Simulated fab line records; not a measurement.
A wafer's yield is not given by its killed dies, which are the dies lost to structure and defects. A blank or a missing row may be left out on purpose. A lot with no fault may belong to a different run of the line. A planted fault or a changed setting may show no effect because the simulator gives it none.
fab line records | flow sky130
[record] lots = 11 | wafers = 33 | last-day = 50
route steps=708 shown METAL4@633 METAL5@666 PAD_OPEN@708
lots that met no fault: from a run of the same line without faults
start-h: start of the lot's first displayed wafer, in hours after the record's first day | wait-h: how many hours have passed since the lot's step before this one | " the same as in the row above | L1.1+2: several wafers, shown together as one row | - value missing, or start not given | * or withheld: withheld | < > ~ a bound
route shown NAME@n: names a module that has steps shown in the file, with the first one's number in the route | usual: average and standard deviation across the fault-free wafers | same: alike in all rows | chamber/n: place in a boat | sites: per-site readings | _std_site: standard deviation of those values | _edge_site: inner sites' mean taken away from outer sites' mean | radius-mm: for every site, how far away it sits from the centre of the wafer | mask NAME#n: copy n | behind: tool/chamber where the wafer was last shaped | hold: why the lot went on hold/how many hours it stayed there/how the hold came to an end | device: the n, p or np transistor that did not switch | end of line: the tests these same wafers got at the end of their route | a step given without rows: its recipe and nothing more | killed: dies that structure and defects cost at the first sort, which is not the same as the wafer's yield | map: dies across one wafer; x = killed, . = not, _ = none there
set.NAME: the run value of the setting; set.NAME@STEP: its run value at that earlier step | model.NAME: the simulator's own value behind a step, which no gauge read
the route's steps for a sample of lots (tables are steps, rows are wafers)
services: from which hour (start-h, from the record's first day; less than 0 if before it) a tool's chamber was out of use, for how many hours, and why
[[steps]]
[step SKY_METAL4_ETCH_17]
[recipe] target = SiO2 | stop-on = TiN | chemistry = C4F8/O2/Ar | source-w = 1500 | bias-w = 1200 | pressure-mtorr = 40 | c4f8-flow-sccm = withheld | O2_flow_sccm = 6 | Ar_flow_sccm = 300 | time-s = 3.9 | target-depth-a = 150
[usual] oes-product-au = 0.754/0.0068
lot.wafer | tool        | chamber | start-h | wait-h | oes-product-au | rf-hours-counter-h
L557.2    | rie-diel-03 | 1       | 988.78  | 0.1    | 0.763          | 12
L557.3    | "           | 0       | "       | "      | 0.758          | 16
L557.5    | "           | 3       | "       | "      | 0.766          | -
L558.2    | rie-diel-01 | 0       | 992.48  | 0.1    | 0.748          | 13
L558.4    | "           | 2       | "       | "      | 0.753          | 12
L558.6    | "           | 0       | "       | "      | 0.750          | -
L560.1    | rie-diel-01 | 2       | 1006.28 | 0.1    | 0.751          | 12
L560.2    | "           | 1       | "       | "      | 0.754          | 11
L560.3    | "           | 0       | "       | "      | 0.743          | 13
L567.1    | rie-diel-02 | 2       | 1052.08 | 0.1    | 0.749          | 17
L567.4    | "           | 0       | "       | "      | 0.760          | 7
L567.5    | "           | 2       | "       | "      | 0.760          | -
L568.1    | rie-diel-03 | 3       | 1059.03 | 0.1    | 0.754          | 19
L568.3    | "           | 0       | "       | "      | 0.755          | 19
L568.4    | "           | 1       | "       | "      | 0.750          | 15
L570.1    | rie-diel-01 | 0       | 1070.83 | 0.1    | 0.749          | 16
L570.4    | "           | 1       | "       | "      | 0.755          | 13
L570.6    | "           | 0       | "       | "      | 0.749          | -
L572.1    | rie-diel-02 | 1       | 1081.63 | 0.1    | 0.756          | 6
L572.2    | "           | 0       | "       | "      | 0.762          | 8
L572.5    | "           | 2       | "       | "      | 0.762          | -
L573.1    | rie-diel-03 | 0       | 1090.38 | 0.1    | 0.749          | 20
L573.2    | "           | 1       | "       | "      | 0.759          | 16
L573.3    | "           | 3       | "       | "      | 0.750          | 20
L575.1    | rie-diel-02 | 0       | 1097.09 | 0.1    | 0.748          | 9
L575.2    | "           | 3       | "       | "      | 0.754          | 16
L575.3    | "           | 2       | "       | "      | 0.758          | 18
L576.2    | rie-diel-03 | 1       | 1103.51 | 0.1    | 0.745          | 16
L576.3    | "           | 3       | "       | "      | 0.751          | 21
L576.4    | "           | 0       | "       | "      | 0.757          | 20
L579.1    | rie-diel-03 | 2       | 1121.53 | 0.1    | 0.751          | 4
L579.5    | "           | 1       | "       | "      | 0.750          | -
L579.6    | "           | 2       | "       | "      | 0.755          | -
[step SKY_METAL4_METAL_ETCH_18]
[recipe] target-depth-a = 8450 | stop-on = SiO2 | over-etch-frac = 0.3 | time-s = 183.1 | chemistry = Cl2/BCl3 | resist-sidewall-deg = 88 | pressure-mtorr = 10 | icp-w = 900 | bias-w = 48.5 | Cl2_flow_sccm = 60 | bcl3-flow-sccm = 30
[usual] drypump-motor-current-A = 6.16/0.24 | oes-product-au = 0.865/0.006 | throttle-valve-pct = 22.266/0.0096
lot.wafer | tool         | chamber | start-h | wait-h | drypump-motor-current-A | oes-product-au | rf-hours-counter-h | throttle-valve-pct
L557.2    | rie-metal-02 | 1       | 988.80  | 0.0    | 6.23                    | 0.876          | 4                  | 22.264
L557.3    | "            | 0       | "       | "      | 6.02                    | 0.866          | -                  | 22.257
L557.5    | "            | 0       | "       | "      | 6.06                    | 0.863          | -                  | 22.277
L558.2    | rie-metal-02 | 1       | 992.50  | 0.0    | 6.20                    | 0.873          | 5                  | 22.279
L558.4    | "            | 1       | "       | "      | 6.24                    | 0.870          | -                  | 22.256
L558.6    | "            | 1       | "       | "      | 6.23                    | 0.862          | -                  | 22.258
L560.1    | rie-metal-04 | 0       | 1006.29 | 0.0    | 5.85                    | 0.865          | 17                 | 22.276
L560.2    | "            | 1       | "       | "      | 5.78                    | 0.857          | 6                  | 22.274
L560.3    | "            | 1       | "       | "      | 5.78                    | 0.858          | -                  | 22.264
L567.1    | rie-metal-02 | 1       | 1052.10 | 0.0    | 6.23                    | 0.867          | 9                  | 22.261
L567.4    | "            | 0       | "       | "      | 6.06                    | 0.868          | -                  | 22.270
L567.5    | "            | 0       | "       | "      | 6.06                    | 0.875          | -                  | 22.274
L568.1    | rie-metal-02 | 1       | 1059.05 | 0.0    | 6.23                    | 0.864          | 9                  | 22.264
L568.3    | "            | 1       | "       | "      | 6.24                    | 0.865          | -                  | 22.265
L568.4    | "            | 0       | "       | "      | 6.07                    | 0.868          | -                  | 22.279
L570.1    | rie-metal-01 | 0       | 1070.85 | 0.0    | 6.12                    | 0.869          | 8                  | 22.277
L570.4    | "            | 0       | "       | "      | 6.12                    | 0.860          | -                  | 22.242
L570.6    | "            | 0       | "       | "      | 6.11                    | 0.864          | -                  | 22.260
L572.1    | rie-metal-02 | 1       | 1081.64 | 0.0    | 6.26                    | 0.862          | 12                 | 22.253
L572.2    | "            | 1       | "       | "      | 6.24                    | 0.866          | -                  | 22.251
L572.5    | "            | 1       | "       | "      | 6.27                    | 0.869          | -                  | 22.261
L573.1    | rie-metal-01 | 1       | 1090.40 | 0.0    | 6.57                    | 0.877          | 18                 | 22.281
L573.2    | "            | 0       | "       | "      | 6.11                    | 0.867          | 9                  | 22.271
L573.3    | "            | 0       | "       | "      | 6.12                    | 0.868          | -                  | 22.269
L575.1    | rie-metal-02 | 1       | 1097.10 | 0.0    | 6.23                    | 0.871          | 14                 | 22.260
L575.2    | "            | 0       | "       | "      | 6.08                    | 0.862          | 1                  | 22.268
L575.3    | "            | 1       | "       | "      | 6.21                    | 0.869          | -                  | 22.282
L576.2    | rie-metal-01 | 1       | 1103.53 | 0.0    | 6.61                    | 0.872          | 19                 | 22.265
L576.3    | "            | 1       | "       | "      | 6.63                    | 0.860          | -                  | 22.273
L576.4    | "            | 0       | "       | "      | 6.13                    | 0.866          | -                  | 22.269
L579.1    | rie-metal-01 | 1       | 1121.55 | 0.0    | 6.56                    | 0.863          | 20                 | 22.266
L579.5    | "            | 0       | "       | "      | 6.10                    | 0.868          | -                  | 22.276
L579.6    | "            | 1       | "       | "      | 6.55                    | 0.862          | -                  | 22.267
[step SKY_METAL5_RS_MEAS_05]
[recipe] thk-meas-gauge = four-point-probe | reads = TiN_of_METAL5_SPUTTER_04+Ti_of_METAL5_SPUTTER_03+AlCu_of_METAL5_SPUTTER_02+TiN_of_METAL5_SPUTTER_01+Ti_of_METAL5_SPUTTER_00
[usual] METAL5_ALCU_RS = 0.02708/0.00028
lot.wafer | tool          | chamber | start-h | wait-h | METAL5_ALCU_RS[ohm/sq]
L557.2    | film-metro-01 | -       | 1014.68 | 0.0    | 0.02684
L557.3    | "             | -       | "       | "      | 0.02702
L557.5    | "             | -       | "       | "      | 0.02689
L558.2    | film-metro-02 | -       | 1018.15 | 0.0    | 0.02679
L558.4    | "             | -       | "       | "      | 0.02686
L558.6    | "             | -       | "       | "      | 0.02686
L560.1    | film-metro-02 | -       | 1032.17 | 0.0    | 0.02673
L560.2    | "             | -       | "       | "      | 0.02681
L560.3    | "             | -       | "       | "      | 0.02676
L567.1    | film-metro-02 | -       | 1076.75 | 0.0    | 0.02759
L567.4    | "             | -       | "       | "      | 0.02775
L567.5    | "             | -       | "       | "      | 0.02777
L568.1    | film-metro-02 | -       | 1083.24 | 0.0    | 0.02701
L568.3    | "             | -       | "       | "      | 0.02692
L568.4    | "             | -       | "       | "      | 0.02704
L570.1    | film-metro-01 | -       | 1093.85 | 0.0    | 0.02702
L570.4    | "             | -       | "       | "      | 0.0268
L570.6    | "             | -       | "       | "      | 0.02679
L572.1    | film-metro-03 | -       | 1105.61 | 0.0    | 0.02725
L572.2    | "             | -       | "       | "      | 0.02707
L572.5    | "             | -       | "       | "      | 0.02721
L573.1    | film-metro-01 | -       | 1114.08 | 0.0    | 0.02667
L573.2    | "             | -       | "       | "      | 0.02687
L573.3    | "             | -       | "       | "      | 0.02695
L575.1    | film-metro-02 | -       | 1121.07 | 0.0    | 0.02734
L575.2    | "             | -       | "       | "      | 0.02726
L575.3    | "             | -       | "       | "      | 0.02734
L576.2    | film-metro-01 | -       | 1126.27 | 0.0    | 0.02648
L576.3    | "             | -       | "       | "      | 0.02654
L576.4    | "             | -       | "       | "      | 0.02648
L579.1    | film-metro-02 | -       | 1144.36 | 0.0    | 0.02745
L579.5    | "             | -       | "       | "      | 0.02739
L579.6    | "             | -       | "       | "      | 0.02754
[step SKY_METAL5_COAT_09]
[recipe] resist = NOVOLAK | spin-rpm = 3000 | resist-thk-nm = 1800
[usual] spin-speed-rpm = 2999.9/2.1
lot.wafer | tool           | chamber | start-h | wait-h | spin-speed-rpm
L557.2    | litho-track-03 | 0       | 1026.16 | 0.1    | 3000.0
L557.3    | "              | 0       | "       | "      | 3001.8
L557.5    | "              | 0       | "       | "      | 2998.2
L558.2    | litho-track-04 | 0       | 1029.47 | 0.1    | 2999.9
L558.4    | "              | 0       | "       | "      | 3001.7
L558.6    | "              | 0       | "       | "      | 3000.5
L560.1    | litho-track-01 | 0       | 1043.08 | 0.1    | 2998.0
L560.2    | "              | 0       | "       | "      | 2999.7
L560.3    | "              | 0       | "       | "      | 3000.6
L567.1    | litho-track-04 | 0       | 1086.80 | 0.1    | 2806.6
L567.4    | "              | 0       | "       | "      | 2805.9
L567.5    | "              | 0       | "       | "      | 2805.7
L568.1    | litho-track-04 | 0       | 1092.95 | 0.1    | 2808.4
L568.3    | "              | 0       | "       | "      | 2804.3
L568.4    | "              | 0       | "       | "      | 2805.2
L570.1    | litho-track-04 | 0       | 1103.60 | 0.1    | 2801.5
L570.4    | "              | 0       | "       | "      | 2805.4
L570.6    | "              | 0       | "       | "      | 2808.3
L572.1    | litho-track-01 | 0       | 1115.48 | 0.1    | 3004.2
L572.2    | "              | 0       | "       | "      | 2997.4
L572.5    | "              | 0       | "       | "      | 3002.6
L573.1    | litho-track-03 | 0       | 1122.69 | 0.1    | 2999.1
L573.2    | "              | 0       | "       | "      | 3000.6
L573.3    | "              | 0       | "       | "      | 3000.1
L575.1    | litho-track-01 | 0       | 1130.48 | 0.1    | 2999.0
L575.2    | "              | 0       | "       | "      | 2996.8
L575.3    | "              | 0       | "       | "      | 2999.6
L576.2    | litho-track-03 | 0       | 1136.17 | 0.1    | 2999.6
L576.3    | "              | 0       | "       | "      | 2998.6
L576.4    | "              | 0       | "       | "      | 2997.8
L579.1    | litho-track-03 | 0       | 1153.14 | 0.1    | 3000.3
L579.5    | "              | 0       | "       | "      | 3002.4
L579.6    | "              | 0       | "       | "      | 3000.0
[step SKY_METAL5_STRIP_16]
[recipe] chemistry = O2/N2 | power-w = 1400 | pressure-mtorr = 1500 | platen-temp-c = withheld | o2-flow-sccm = 3000 | n2-flow-sccm = 300 | overash-fraction = 0.5
[usual] drypump-motor-current-A = 5.75/0.29 | oes-product-au = 0.711/0.0041 | strip-time-to-endpoint-s = 13.06/0.083
lot.wafer | tool            | chamber | start-h | wait-h | drypump-motor-current-A | oes-product-au | rf-hours-counter-h | strip-time-to-endpoint-s
L557.2    | plasma-asher-04 | 1       | 1037.38 | 0.3    | 5.72                    | 0.708          | 90                 | 13.16
L557.3    | "               | 1       | "       | "      | 5.79                    | 0.714          | -                  | 13.19
L557.5    | "               | 1       | "       | "      | 5.80                    | 0.710          | -                  | 13.23
L558.2    | plasma-asher-03 | 0       | 1040.99 | 0.3    | 5.27                    | 0.709          | 119                | 13.04
L558.4    | "               | 1       | "       | "      | 5.21                    | 0.710          | -                  | 13.06
L558.6    | "               | 1       | "       | "      | 5.21                    | 0.711          | -                  | 13.18
L560.1    | plasma-asher-01 | 1       | 1054.72 | 0.2    | 5.92                    | 0.713          | 59                 | 13.15
L560.2    | "               | 0       | "       | "      | 6.10                    | 0.713          | 59                 | 13.12
L560.3    | "               | 1       | "       | "      | 5.90                    | 0.715          | -                  | 13.18
L567.1    | plasma-asher-04 | 0       | 1096.70 | 0.2    | 5.75                    | 0.712          | 96                 | 13.67
L567.4    | "               | 1       | "       | "      | 5.77                    | 0.706          | -                  | 13.73
L567.5    | "               | 1       | "       | "      | 5.77                    | 0.723          | -                  | 13.73
L568.1    | plasma-asher-01 | 0       | 1103.57 | 0.2    | 6.11                    | 0.712          | 64                 | 13.73
L568.3    | "               | 0       | "       | "      | 6.13                    | 0.706          | -                  | 13.71
L568.4    | "               | 1       | "       | "      | 5.93                    | 0.708          | -                  | 13.74
L570.1    | plasma-asher-04 | 0       | 1114.12 | 0.2    | 5.76                    | 0.717          | 98                 | 13.63
L570.4    | "               | 1       | "       | "      | 5.77                    | 0.713          | -                  | 13.64
L570.6    | "               | 1       | "       | "      | 5.74                    | 0.713          | -                  | 13.59
L572.1    | plasma-asher-01 | 1       | 1125.36 | 0.2    | 5.90                    | 0.710          | 66                 | 12.95
L572.2    | "               | 0       | "       | "      | 6.09                    | 0.712          | 66                 | 13.03
L572.5    | "               | 1       | "       | "      | 5.89                    | 0.715          | -                  | 12.96
L573.1    | plasma-asher-03 | 1       | 1132.80 | 0.2    | 5.21                    | 0.705          | 6                  | 13.15
L573.2    | "               | 0       | "       | "      | 5.29                    | 0.710          | 6                  | 13.09
L573.3    | "               | 0       | "       | "      | 5.28                    | 0.712          | -                  | 13.06
L575.1    | plasma-asher-03 | 0       | 1140.00 | 0.2    | 5.31                    | 0.712          | 7                  | 12.97
L575.2    | "               | 1       | "       | "      | 5.23                    | 0.714          | 7                  | 12.99
L575.3    | "               | 0       | "       | "      | 5.29                    | 0.709          | -                  | 12.99
L576.2    | plasma-asher-04 | 0       | 1145.00 | 0.2    | 5.75                    | 0.704          | 101                | 12.96
L576.3    | "               | 1       | "       | "      | 5.74                    | 0.706          | -                  | 13.17
L576.4    | "               | 0       | "       | "      | 5.74                    | 0.710          | -                  | 13.02
L579.1    | plasma-asher-04 | 0       | 1162.41 | 0.2    | 5.75                    | 0.711          | 102                | 13.04
L579.5    | "               | 0       | "       | "      | 5.76                    | 0.706          | -                  | 13.02
L579.6    | "               | 1       | "       | "      | 5.79                    | 0.711          | -                  | 13.04
[step SKY_PAD_OPEN_PROBE_99]
[usual] defect-limited-yield = 82.2/2.1 | killed_at_M0_to_M3 = 43/8 | killed_at_M4_up = 2.9/1.6 | killed-at-contacts = 26/5.2 | killed-at-front-end = 15/4.3 | killed-at-other = 0.3/0.56 | killed-dies = 87/10 | killed-open = 48/6.9 | killed-short = 40/6.5 | sort_bin_3_pad_short = 0.9/0.36 | sort_bin_5_function = 10.5/1.5 | sort_bin_6_memory = 6.4/1.3 | sort-n-pass = 405/10 | sort-yield-pct = 82.2/2.1
[same] gross-dies = 492 | killed-at-back-side = 0 | sort_bin_4_leakage[%] = 0 | sort_bin_8_speed[%] = 0
lot.wafer | tool      | chamber | start-h | wait-h | defect-limited-yield[%] | killed_at_M0_to_M3 | killed_at_M4_up | killed-at-contacts | killed-at-front-end | killed-at-other | killed-dies | killed-open | killed-short | sort_bin_3_pad_short[%] | sort_bin_5_function[%] | sort_bin_6_memory[%] | sort-n-pass | sort-yield-pct[%]
L567.1    | prober-02 | -       | 1140.07 | 0.1    | 81.3                    | 45                 | 4               | 28                 | 15                  | 0               | 92          | 53          | 39           | 1.2                     | 10.8                   | 6.7                  | 400         | 81.3
L567.4    | prober-02 | -       | 1140.22 | 0.2    | 83.1                    | 36                 | 3               | 26                 | 17                  | 1               | 83          | 40          | 43           | 0.4                     | 10.8                   | 5.7                  | 409         | 83.1
L567.5    | prober-02 | -       | 1140.27 | 0.2    | 80.7                    | 44                 | 6               | 27                 | 18                  | 0               | 95          | 49          | 46           | 0.4                     | 14.2                   | 4.7                  | 397         | 80.7
L568.1    | prober-01 | -       | 1144.31 | 0.1    | 84.8                    | 39                 | 3               | 17                 | 15                  | 1               | 75          | 45          | 30           | 1.4                     | 9.1                    | 4.7                  | 417         | 84.8
L568.3    | prober-01 | -       | 1144.41 | 0.2    | 81.1                    | 51                 | 2               | 25                 | 14                  | 1               | 93          | 53          | 40           | 0.6                     | 12.4                   | 5.9                  | 399         | 81.1
L568.4    | prober-01 | -       | 1144.46 | 0.2    | 79.7                    | 50                 | 3               | 35                 | 12                  | 0               | 100         | 66          | 34           | 0.8                     | 12.4                   | 7.1                  | 392         | 79.7
L573.1    | prober-02 | -       | 1171.62 | 0.1    | 84.3                    | 34                 | 2               | 25                 | 16                  | 0               | 77          | 50          | 27           | 0.8                     | 10.4                   | 4.5                  | 415         | 84.3
L573.2    | prober-02 | -       | 1171.67 | 0.1    | 82.1                    | 33                 | 5               | 36                 | 12                  | 2               | 88          | 40          | 48           | 1.4                     | 9.8                    | 6.7                  | 404         | 82.1
L573.3    | prober-02 | -       | 1171.72 | 0.2    | 82.5                    | 44                 | 2               | 27                 | 13                  | 0               | 86          | 49          | 37           | 0.6                     | 10.2                   | 6.7                  | 406         | 82.5
// killed by level:class
L567.1 VIA1:geometric-particle:open=12 CONTACT:geometric-particle:open=9 LI_CONTACT:geometric-particle:open=8 VIA2:geometric-particle:open=8 METAL2:geometric-particle:short=7 VIA3:geometric-particle:open=7 FIELD_ISO:geometric-particle:short=6 CONTACT:geometric-particle:short=6
L567.4 VIA3:geometric-particle:open=8 LI_CONTACT:geometric-particle:open=7 CONTACT:geometric-particle:open=7 CONTACT:geometric-particle:short=6 METAL2:geometric-particle:short=6 SPACER:geometric-particle:short=5 VIA1:geometric-particle:open=5 FIELD_ISO:geometric-particle:short=4
L567.5 VIA1:geometric-particle:open=10 LI_CONTACT:geometric-particle:open=9 CONTACT:geometric-particle:open=9 METAL2:geometric-particle:short=7 VIA3:geometric-particle:short=7 VIA2:geometric-particle:open=6 POLY_GATE:geometric-particle:open=5 METAL4:geometric-particle:short=5
L568.1 VIA1:geometric-particle:open=12 VIA2:geometric-particle:open=7 LI_CONTACT:geometric-particle:open=5 CONTACT:geometric-particle:open=5 POLY_GATE:geometric-particle:short=4 POLY_GATE:geometric-particle:open=4 METAL1:geometric-particle:short=4 VIA3:geometric-particle:open=4
L568.3 VIA2:geometric-particle:open=9 FIELD_ISO:geometric-particle:open=7 VIA3:geometric-particle:open=7 LI_CONTACT:geometric-particle:open=7 CONTACT:geometric-particle:open=7 VIA1:geometric-particle:open=7 VIA1:geometric-particle:short=6 METAL2:geometric-particle:short=5
L568.4 CONTACT:geometric-particle:open=17 VIA1:geometric-particle:open=13 VIA3:geometric-particle:open=10 LI_CONTACT:geometric-particle:open=7 CONTACT:geometric-particle:short=7 VIA3:geometric-particle:short=5 METAL3:geometric-particle:short=4 POLY_GATE:geometric-particle:open=4
L573.1 LI_CONTACT:geometric-particle:open=10 CONTACT:geometric-particle:open=8 VIA1:geometric-particle:open=8 VIA2:geometric-particle:open=6 VIA3:geometric-particle:open=5 FIELD_ISO:geometric-particle:open=3 POLY_GATE:geometric-particle:open=3 METAL2:geometric-particle:short=3
L573.2 CONTACT:geometric-particle:open=15 CONTACT:geometric-particle:short=8 VIA1:geometric-particle:open=8 VIA1:geometric-particle:short=6 FIELD_ISO:geometric-particle:short=5 LOCAL_INTERCONNECT:geometric-particle:short=5 METAL2:geometric-particle:short=5 POLY_GATE:geometric-particle:short=4
L573.3 CONTACT:geometric-particle:open=12 VIA2:geometric-particle:open=9 VIA1:geometric-particle:open=7 LI_CONTACT:geometric-particle:open=6 LOCAL_INTERCONNECT:geometric-particle:short=5 VIA1:geometric-particle:short=5 VIA3:geometric-particle:short=5 METAL1:geometric-particle:short=4
[[services]]
tool            | chamber | start-h | hours | kind
rie-diel-03     | 3       | 967.53  | 3.3   | repair
rie-metal-02    | 1       | 973.83  | 2.1   | repair
rie-diel-02     | -       | 980.00  | 14.6  | pm
rie-diel-03     | 2       | 984.99  | -     | clean
rie-diel-03     | 2       | 984.99  | 17.2  | scheduled-down
rie-diel-03     | 2       | 984.99  | 17.2  | vent-cycle
plasma-asher-01 | -       | 986.96  | 5.2   | repair
plasma-asher-01 | -       | 1004.01 | 12.9  | pm
rie-metal-04    | -       | 1020.32 | 28.1  | pm
plasma-asher-01 | -       | 1024.75 | 1.3   | repair
plasma-asher-03 | -       | 1055.25 | 9.0   | pm
plasma-asher-03 | 0       | 1055.25 | 9.0   | vent-cycle
plasma-asher-03 | 1       | 1055.25 | 9.0   | vent-cycle
rie-diel-01     | 2       | 1065.70 | 4.2   | repair
rie-metal-02    | 0       | 1071.74 | -     | clean
rie-metal-02    | 0       | 1071.74 | 16.1  | scheduled-down
rie-metal-02    | 0       | 1071.74 | 16.1  | vent-cycle
plasma-asher-03 | -       | 1084.83 | 1.2   | repair
rie-metal-01    | -       | 1096.16 | 1.0   | repair
rie-metal-02    | 0       | 1100.06 | 9.0   | repair
plasma-asher-03 | -       | 1101.80 | 2.1   | repair
rie-metal-01    | -       | 1108.75 | 2.8   | pm
rie-diel-03     | 0       | 1146.27 | 8.8   | repair
rie-metal-01    | -       | 1157.60 | 14.6  | pm
[[key]]
[first-sign] step = SKY_METAL5_COAT_09 | reading = spin-speed-rpm | direction = down | sigmas = 91 | usual = 2999.9 | struck = 2805.7
[effect] step = SKY_METAL5_STRIP_16 | reading = strip-time-to-endpoint-s | direction = up | sigmas = 7.6 | usual = * | struck = *
met-at SKY_METAL5_COAT_09
struck-lots L567,L568,L570
not-acting-at SKY_METAL4_ETCH_17,SKY_METAL4_METAL_ETCH_18,SKY_METAL5_RS_MEAS_05
onset-between 1029.47 1086.80
[fault] kind = process-parameter-drift | tool = litho-track-04 | chamber = - | onset-h = 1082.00 | steps = SKY_METAL5_COAT_09 | channel = spin-rpm | offset = -194.47 | shape = step | end-h = 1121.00 | acts-in = these-recipes-only | stated = 3000
